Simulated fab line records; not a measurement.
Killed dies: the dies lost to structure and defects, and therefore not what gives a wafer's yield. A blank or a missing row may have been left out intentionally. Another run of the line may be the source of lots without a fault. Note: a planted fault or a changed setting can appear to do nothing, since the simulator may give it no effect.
What tool caused it? :: flow gf180mcu :: Sampling: 13 lots, 39 wafers, 3 of 602 route steps

WHAT THE GAUGES READ, wafer by wafer
GF_V2_THK_MEAS_25: measures by xrf.
lot: L243
measured: day 20 05:55
on: film metro-01
V2_W_THK (nm): 350 360 358

lot: L244
measured: day 20 15:02
on: film metro-03
V2_W_THK (nm): 361 367 370

lot: L246
measured: day 21 11:28
on: film metro-04
V2_W_THK (nm): 353 354 356

lot: L247
measured: day 21 21:35
on: film metro-01
V2_W_THK (nm): 355 351 355

lot: L250
measured: day 23 03:34
on: film metro-04
V2_W_THK (nm): 357 365 367

lot: L251
measured: day 23 06:27
on: film metro-03
V2_W_THK (nm): 364 356 359

lot: L252
measured: day 23 13:24
on: film metro-01
V2_W_THK (nm): 357 358 353

lot: L254
measured: day 24 11:48
on: film metro-04
V2_W_THK (nm): 355 355 356

lot: L256
measured: day 24 20:38
on: film metro-04
V2_W_THK (nm): 351 355 353

lot: L257
measured: day 25 09:13
on: film metro-03
V2_W_THK (nm): 354 352 349

lot: L263
measured: day 27 05:51
on: film metro-01
V2_W_THK (nm): 360 352 352

lot: L265
measured: day 27 15:52
on: film metro-01
V2_W_THK (nm): 354 360 359

lot: L266
measured: day 28 08:08
on: film metro-01
V2_W_THK (nm): 358 342 348

WHAT TOOL EACH LOT RAN ON (gives the tool, then ch and the chambers of the sampled wafers, and finally the start)
lot: L243
GF_MVSD_STRIP_10: plasma asher-03 ch 0,1, day 4 10:38
GF_V2_CVD_23: cvd w-02 ch 0,1, day 20 05:41

lot: L244
GF_MVSD_STRIP_10: plasma asher-04 ch 0,1, day 4 15:39
GF_V2_CVD_23: cvd w-02 ch 0,1, day 20 14:47

lot: L246
GF_MVSD_STRIP_10: plasma asher-02 ch 0, day 5 03:28
GF_V2_CVD_23: cvd w-01 ch 0,1, day 21 11:13

lot: L247
GF_MVSD_STRIP_10: plasma asher-04 ch 0,1, day 5 09:36
GF_V2_CVD_23: cvd w-01 ch 0,1, day 21 21:22

lot: L250
GF_MVSD_STRIP_10: plasma asher-03 ch 0,1, day 6 04:16
GF_V2_CVD_23: cvd w-01 ch 0,1, day 23 03:20

lot: L251
GF_MVSD_STRIP_10: plasma asher-03 ch 0,1, day 6 08:22
GF_V2_CVD_23: cvd w-02 ch 0,1, day 23 06:13

lot: L252
GF_MVSD_STRIP_10: plasma asher-02 ch 1, day 6 13:39
GF_V2_CVD_23: cvd w-01 ch 0,1, day 23 13:10

lot: L254
GF_MVSD_STRIP_10: plasma asher-03 ch 0,1, day 7 02:21
GF_V2_CVD_23: cvd w-02 ch 0,1, day 24 11:34

lot: L256
GF_MVSD_STRIP_10: plasma asher-03 ch 0,1, day 7 13:43
GF_V2_CVD_23: cvd w-02 ch 0,1, day 24 20:24

lot: L257
GF_MVSD_STRIP_10: plasma asher-04 ch 0,1, day 7 19:18
GF_V2_CVD_23: cvd w-01 ch 0,1, day 25 09:00

lot: L263
GF_MVSD_STRIP_10: plasma asher-02 ch 0,1, day 9 08:22
GF_V2_CVD_23: cvd w-01 ch 0,1, day 27 05:37

lot: L265
GF_MVSD_STRIP_10: plasma asher-04 ch 0,1, day 9 19:13
GF_V2_CVD_23: cvd w-02 ch 0,1, day 27 15:37

lot: L266
GF_MVSD_STRIP_10: plasma asher-02 ch 0,1, day 10 06:56
GF_V2_CVD_23: cvd w-01 ch 0,1, day 28 07:53
- GF_MVSD_STRIP_10: strips in O2/N2.
- GF_V2_CVD_23: deposits W, target thk 350 nm, time 104.94 s.

WHAT THE TOOLS THEMSELVES READ (means of the sampled wafers that have a number; where no wafer has one, the mark that the record gives instead)
GF_MVSD_STRIP_10.
lot: L243
tool: plasma asher-03
chamber pressure mTorr (mTorr): 1499.9
drypump motor current A (A): 6.3
heater power w (W): 284
n2 flow sccm (sccm): 300.3
oes product au (a.u.): 0.725
strip time to endpoint s (s): 37.10

lot: L244
tool: plasma asher-04
chamber pressure mTorr (mTorr): 1501.0
drypump motor current A (A): 5.3
heater power w (W): 290
n2 flow sccm (sccm): 299.7
oes product au (a.u.): 0.724
strip time to endpoint s (s): 37.07

lot: L246
tool: plasma asher-02
chamber pressure mTorr (mTorr): 1499.7
drypump motor current A (A): 5.2
heater power w (W): 292
n2 flow sccm (sccm): 300.1
oes product au (a.u.): 0.725
strip time to endpoint s (s): 36.86

lot: L247
tool: plasma asher-04
chamber pressure mTorr (mTorr): 1500.3
drypump motor current A (A): 5.5
heater power w (W): 302
n2 flow sccm (sccm): 299.8
oes product au (a.u.): 0.721
strip time to endpoint s (s): 37.04

lot: L250
tool: plasma asher-03
chamber pressure mTorr (mTorr): 1500.5
drypump motor current A (A): 6.1
heater power w (W): 298
n2 flow sccm (sccm): 300.6
oes product au (a.u.): 0.724
strip time to endpoint s (s): 37.09

lot: L251
tool: plasma asher-03
chamber pressure mTorr (mTorr): 1499.7
drypump motor current A (A): 6.3
heater power w (W): 285
n2 flow sccm (sccm): 299.6
oes product au (a.u.): 0.723
strip time to endpoint s (s): 37.07

lot: L252
tool: plasma asher-02
chamber pressure mTorr (mTorr): 1500.6
drypump motor current A (A): 4.9
heater power w (W): 318
n2 flow sccm (sccm): 301.2
oes product au (a.u.): 0.721
strip time to endpoint s (s): 36.90

lot: L254
tool: plasma asher-03
chamber pressure mTorr (mTorr): 1500.9
drypump motor current A (A): 6.3
heater power w (W): 287
n2 flow sccm (sccm): 298.5
oes product au (a.u.): 0.718
strip time to endpoint s (s): 36.88

lot: L256
tool: plasma asher-03
chamber pressure mTorr (mTorr): 1501.0
drypump motor current A (A): 6.3
heater power w (W): 285
n2 flow sccm (sccm): 300.6
oes product au (a.u.): 0.722
strip time to endpoint s (s): 36.99

lot: L257
tool: plasma asher-04
chamber pressure mTorr (mTorr): 1498.5
drypump motor current A (A): 5.2
heater power w (W): 287
n2 flow sccm (sccm): 300.4
oes product au (a.u.): 0.720
strip time to endpoint s (s): 36.91

lot: L263
tool: plasma asher-02
chamber pressure mTorr (mTorr): 1500.4
drypump motor current A (A): 5.0
heater power w (W): 310
n2 flow sccm (sccm): 299.9
oes product au (a.u.): 0.723
strip time to endpoint s (s): 37.02

lot: L265
tool: plasma asher-04
chamber pressure mTorr (mTorr): 1499.8
drypump motor current A (A): 5.5
heater power w (W): 301
n2 flow sccm (sccm): 299.2
oes product au (a.u.): 0.724
strip time to endpoint s (s): 37.07

lot: L266
tool: plasma asher-02
chamber pressure mTorr (mTorr): 1499.8
drypump motor current A (A): 5.0
heater power w (W): 308
n2 flow sccm (sccm): 300.8
oes product au (a.u.): 0.721
strip time to endpoint s (s): 36.96

GF_V2_CVD_23.
lot: L243
tool: cvd w-02
heater power w (W): 786

lot: L244
tool: cvd w-02
heater power w (W): 805

lot: L246
tool: cvd w-01
heater power w (W): 917

lot: L247
tool: cvd w-01
heater power w (W): 923

lot: L250
tool: cvd w-01
heater power w (W): 903

lot: L251
tool: cvd w-02
heater power w (W): 788

lot: L252
tool: cvd w-01
heater power w (W): 916

lot: L254
tool: cvd w-02
heater power w (W): 803

lot: L256
tool: cvd w-02
heater power w (W): 826

lot: L257
tool: cvd w-01
heater power w (W): 913

lot: L263
tool: cvd w-01
heater power w (W): 922

lot: L265
tool: cvd w-02
heater power w (W): 831

lot: L266
tool: cvd w-01
heater power w (W): 924

THE ANSWER, worked out from the rows above alone
Rule: usual is defined by the lots themselves. Put in order of their means at a reading, lots are off if they are a third of the lots or fewer, leave a main group of 4 or more, and stand apart from it by a gap of 3 or more times the standard deviation of the main group's means; of several such gaps the widest counts. A main group whose means are all the same, to the digits that the tables above print for the reading, isn't used. Also off: a lot with no number at a reading for which 4 or more lots have one. Where the step has rows for the other lots, those lots are counted as sound. First the gauges in route order, then the tools' own readings, where a lot's mean is used as printed above. At the first step where some lot is off, the reading lying furthest off is the one used; lots without a number count as furthest.
Across all readings shown, no lot is off: no conclusion can be drawn from this.

WHAT THE SIMULATOR PUT IN
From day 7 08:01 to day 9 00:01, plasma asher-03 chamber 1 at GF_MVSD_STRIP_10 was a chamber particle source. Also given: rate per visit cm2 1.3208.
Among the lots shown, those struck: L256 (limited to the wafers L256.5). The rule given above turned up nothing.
